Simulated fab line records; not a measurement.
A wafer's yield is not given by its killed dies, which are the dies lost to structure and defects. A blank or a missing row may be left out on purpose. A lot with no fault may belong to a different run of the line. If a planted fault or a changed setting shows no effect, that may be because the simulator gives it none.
Which tool was responsible? + flow gf180mcu + 36 wafers from 12 lots sampled at 5 of the route's 602 steps

## WHAT THE GAUGES SHOWED, per wafer
GF_V2_THK_MEAS_03. Usual: V2_CVD_02_THK typically reads 851 nm, with standard deviation 12.
| lot  | measured     | on            | V2_CVD_02_THK (nm) | flag |
|------|--------------|---------------|--------------------|------|
| L229 | day 19 04:44 | film metro-04 | 845 838 845        |      |
| L233 | day 21 04:49 | film metro-02 | 822 837 848        |      |
| L235 | day 21 17:33 | film metro-01 | 840 849 851        |      |
| L243 | day 24 19:31 | film metro-02 | 850 876 857        |      |
| L244 | day 25 00:59 | film metro-01 | 830 861 853        |      |
| L245 | day 25 17:14 | film metro-02 | 845 861 873        |      |
| L246 | day 25 22:08 | film metro-04 | 846 852 844        |      |
| L249 | day 26 21:29 | film metro-02 | 848 851 856        |      |
| L248 | day 26 21:49 | film metro-02 | 840 847 851        |      |
| L250 | day 26 22:37 | film metro-02 | 835 842 854        |      |
| L251 | day 26 23:35 | film metro-02 | 858 875 872        |      |
| L252 | day 27 17:47 | film metro-01 | 832 855 846        |      |

GF_V3_THK_MEAS_03. Usual: V3_CVD_02_THK typically reads 853 nm, with standard deviation 10.
| lot  | measured     | on            | V3_CVD_02_THK (nm) | flag |
|------|--------------|---------------|--------------------|------|
| L229 | day 21 07:37 | film metro-03 | 831 841 859        |      |
| L233 | day 23 06:58 | film metro-03 | 857 845 864        |      |
| L235 | day 23 19:19 | film metro-03 | 840 887 854        |      |
| L243 | day 26 17:11 | film metro-03 | 849 860 865        |      |
| L244 | day 27 01:04 | film metro-03 | 870 863 880        |      |
| L245 | day 27 13:47 | film metro-04 | 841 846 854        |      |
| L246 | day 27 19:01 | film metro-03 | 854 851 862        |      |
| L249 | day 28 17:32 | film metro-01 | 857 848 862        |      |
| L248 | day 28 18:10 | film metro-04 | 852 842 865        |      |
| L250 | day 28 17:58 | film metro-04 | 836 852 858        |      |
| L251 | day 28 18:46 | film metro-01 | 852 847 863        |      |
| L252 | day 29 12:04 | film metro-04 | 841 854 848        |      |

GF_V3_OVL_MEAS_15. Usual: V3_OVL typically reads 3 nm, with standard deviation 5.6.
| lot  | measured     | on         | V3_OVL (nm) | flag |
|------|--------------|------------|-------------|------|
| L229 | day 22 07:44 | overlay-01 | 3 -1 0      |      |
| L233 | day 24 06:04 | overlay-02 | 9 3 1       |      |
| L235 | day 24 19:38 | overlay-01 | 6 11 7      |      |
| L243 | day 27 13:55 | overlay-01 | 19 15 8     |      |
| L244 | day 27 22:03 | overlay-02 | -1 -3 0     |      |
| L245 | day 28 10:23 | overlay-01 | 4 8 7       |      |
| L246 | day 28 15:23 | overlay-02 | 7 4 5       |      |
| L249 | day 29 12:59 | overlay-01 | -1 -7 -4    |      |
| L248 | day 29 13:41 | overlay-01 | 2 -8 2      |      |
| L250 | day 29 13:07 | overlay-01 | 1 0 -5      |      |
| L251 | day 29 14:31 | overlay-02 | -1 4 -1     |      |
| L252 | day 30 08:19 | overlay-01 | 4 10 7      |      |

## EACH LOT AND THE TOOL THAT RAN IT (in order: tool; ch and the chambers of the sampled wafers; start)
| lot  | GF_V3_CVD_02                    | GF_V3_CMP_04                  |
|------|---------------------------------|-------------------------------|
| L229 | pecvd-02 ch 1,2, day 21 07:33   | cmp-01 ch 0,1,2, day 21 07:41 |
| L233 | pecvd-03 ch 0,2, day 23 06:53   | cmp-02 ch 0,1,2, day 23 07:01 |
| L235 | pecvd-01 ch 0,2, day 23 19:14   | cmp-02 ch 0,1,3, day 23 19:25 |
| L243 | pecvd-03 ch 1,2, day 26 17:06   | cmp-02 ch 2,3, day 26 17:31   |
| L244 | pecvd-01 ch 0,2, day 27 00:56   | cmp-02 ch 2,3, day 27 01:07   |
| L245 | pecvd-02 ch 0,2, day 27 13:43   | cmp-02 ch 0,1,3, day 27 13:51 |
| L246 | pecvd-01 ch 0,2, day 27 18:56   | cmp-02 ch 0,1,2, day 27 19:04 |
| L249 | pecvd-01 ch 0,1,2, day 28 17:28 | cmp-02 ch 0,1,3, day 28 17:35 |
| L248 | pecvd-03 ch 0,1,2, day 28 18:06 | cmp-02 ch 0,3, day 28 18:14   |
| L250 | pecvd-02 ch 0,1, day 28 17:53   | cmp-01 ch 1,2, day 28 18:01   |
| L251 | pecvd-02 ch 0,1,2, day 28 18:42 | cmp-02 ch 0,2,3, day 28 18:50 |
| L252 | pecvd-01 ch 0,2, day 29 11:59   | cmp-02 ch 2,3, day 29 12:27   |
- GF_V3_CVD_02: deposits SiO2 from TEOS, target thk 850 nm, time 94.851 s.
- GF_V3_CMP_04: polishes SiO2.

## AS READ BY THE TOOLS THEMSELVES (means over the sampled wafers that have a number; for cases with no such wafer, the mark the record gives instead)
GF_V3_CVD_02. Usual: heater power w 613 W, standard deviation 110; rf fwd power W 596.3 W, standard deviation 2.
| lot  | tool     | heater power w (W) | rf fwd power W (W) | flag |
|------|----------|--------------------|--------------------|------|
| L229 | pecvd-02 | 684                | 595.5              |      |
| L233 | pecvd-03 | 701                | 596.6              |      |
| L235 | pecvd-01 | 534                | 627.0              | OFF  |
| L243 | pecvd-03 | 776                | 598.0              |      |
| L244 | pecvd-01 | 530                | 594.7              |      |
| L245 | pecvd-02 | 590                | 597.3              |      |
| L246 | pecvd-01 | 557                | 596.7              |      |
| L249 | pecvd-01 | 526                | 597.7              |      |
| L248 | pecvd-03 | 798                | 596.2              |      |
| L250 | pecvd-02 | 608                | 597.5              |      |
| L251 | pecvd-02 | 606                | 596.9              |      |
| L252 | pecvd-01 | 506                | 595.8              |      |

GF_V3_CMP_04. Usual: head pressure psi 4.001 psi, standard deviation 0.0081; motor current A 11.5 A, standard deviation 1.7; slurry flow ml min 150.0, standard deviation 0.47; time to endpoint s 83 s, standard deviation 4.7.
| lot  | tool   | head pressure psi (psi) | motor current A (A) | slurry flow ml min | time to endpoint s (s) | flag |
|------|--------|-------------------------|---------------------|--------------------|------------------------|------|
| L229 | cmp-01 | 4.004                   | 12.4                | 150.0              | 78                     |      |
| L233 | cmp-02 | 4.006                   | 11.3                | 150.0              | 84                     |      |
| L235 | cmp-02 | 4.002                   | 10.4                | 150.5              | 87                     |      |
| L243 | cmp-02 | 3.994                   | 12.4                | 149.9              | 83                     |      |
| L244 | cmp-02 | 4.005                   | 11.9                | 150.1              | 90                     |      |
| L245 | cmp-02 | 3.999                   | 10.3                | 149.7              | 79                     |      |
| L246 | cmp-02 | 3.999                   | 11.2                | 149.6              | 85                     |      |
| L249 | cmp-02 | 3.998                   | 10.3                | 149.8              | 84                     |      |
| L248 | cmp-02 | 4.010                   | 8.7                 | 150.2              | 87                     |      |
| L250 | cmp-01 | 3.995                   | 12.6                | 150.1              | 83                     |      |
| L251 | cmp-02 | 4.002                   | 10.2                | 150.3              | 84                     |      |
| L252 | cmp-02 | 3.999                   | 12.1                | 150.1              | 85                     |      |

## THE ANSWER, worked out from the rows above alone
Rule: take the mean of a lot's wafers that have a number; if it is more than 3 standard deviations from the usual mean, the lot is off. A lot without any number at a reading at which 4 lots or more have one is off too. The other lots that the step has rows for count as sound. After the gauges, taken in route order, come the tools' own readings; for these a lot's mean is taken, as printed above. The first step at which some lot is off is used, and at that step the reading that is off furthest; a lot without a number counts as furthest.
Off: L235 (GF_V3_CVD_02, rf fwd power W).
A tool fits if, at that step or a process step before it, it ran every lot that is off, and no sound lot after the first of them. No candidate that was tried fits.

## WHAT HAD BEEN PUT IN BY THE SIMULATOR
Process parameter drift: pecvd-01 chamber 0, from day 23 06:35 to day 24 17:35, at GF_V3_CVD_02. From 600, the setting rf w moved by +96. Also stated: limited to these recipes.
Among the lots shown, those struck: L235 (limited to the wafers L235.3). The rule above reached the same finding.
